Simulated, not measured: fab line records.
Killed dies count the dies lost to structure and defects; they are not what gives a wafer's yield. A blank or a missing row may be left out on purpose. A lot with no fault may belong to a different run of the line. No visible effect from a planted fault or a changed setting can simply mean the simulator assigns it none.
One fault through the eyes of 2 desks ; flow sky130 ; numbers are kept per desk, each desk with only its own; the story behind them comes last

## THE TOOL OWNER'S DESK: rie-si-01
The tool's own readings at SKY_FIELD_ISO_ETCH_17 (etches Si in HBr/Cl2/O2, target depth 342 nm, time 97.7 s): means of the sampled wafers that have a number, for each lot that ran on this tool. The brackets show how far a lot's mean lies from the usual mean; more than 4 standard deviations puts the lot out of limits, marked OUT.
Columns: A = drypump-motor-current-A at SKY_FIELD_ISO_ETCH_17, usual 5.7 A; B = oes-product-au at SKY_FIELD_ISO_ETCH_17, usual 1.003 a.u.; C = rf-fwd-power-W at SKY_FIELD_ISO_ETCH_17, usual 596.0 W; D = throttle-valve-pct at SKY_FIELD_ISO_ETCH_17, usual 25.654 %
lot;first seen here;A;B;C;D
L832;day 3 02:41;5.8;0.950 (-6.3) OUT;499.2 (-51) OUT;25.691
L835;day 3 17:14;5.5;0.942 (-7.1) OUT;500.4 (-50) OUT;25.697 (+4.7) OUT
L851;day 7 07:40;5.6;1.010;597.5;25.656
This desk finds L832, L835 out of limits, L832 being first, at day 3 02:41 (oes-product-au at SKY_FIELD_ISO_ETCH_17). In limits: L851.

## METROLOGY DESK
What the gauges read, lot by lot, whatever tool the lot ran on: means of the sampled wafers that have a number. The brackets show how far a lot's mean lies from the usual mean; more than 4 standard deviations puts the lot out of limits, marked OUT.
Columns: A = cd-nm at SKY_FIELD_ISO_CD_MEAS_13, usual 150.1 nm
lot;first seen here;A
L829;day 2 11:34;149.9
L832;day 3 02:25;148.8
L835;day 3 16:55;149.9
L843;day 5 11:35;150.8
L850;day 7 01:48;149.2
L851;day 7 07:21;149.6
This desk's verdict: no lot among the 6 shows anything out of limits.

## TAKEN TOGETHER
An alarm could have come from the tool owner's desk at day 3 02:41, on L832, L835.
From the metrology desk's view, nothing was out of limits.
The metrology desk holds a record of L832, L835, inside its limits.
The lots listed all ran SKY_FIELD_ISO_ETCH_17 on rie-si-01.

## WHAT THE SIMULATOR HAD PUT IN
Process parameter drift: rie-si-01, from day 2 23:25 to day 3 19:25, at SKY_FIELD_ISO_ETCH_17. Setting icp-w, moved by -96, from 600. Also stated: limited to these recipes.
Shown lots that were struck: L832, L835.
Delay in hours, fault start to first out-of-limits reading, by desk: the tool owner's desk at 3.
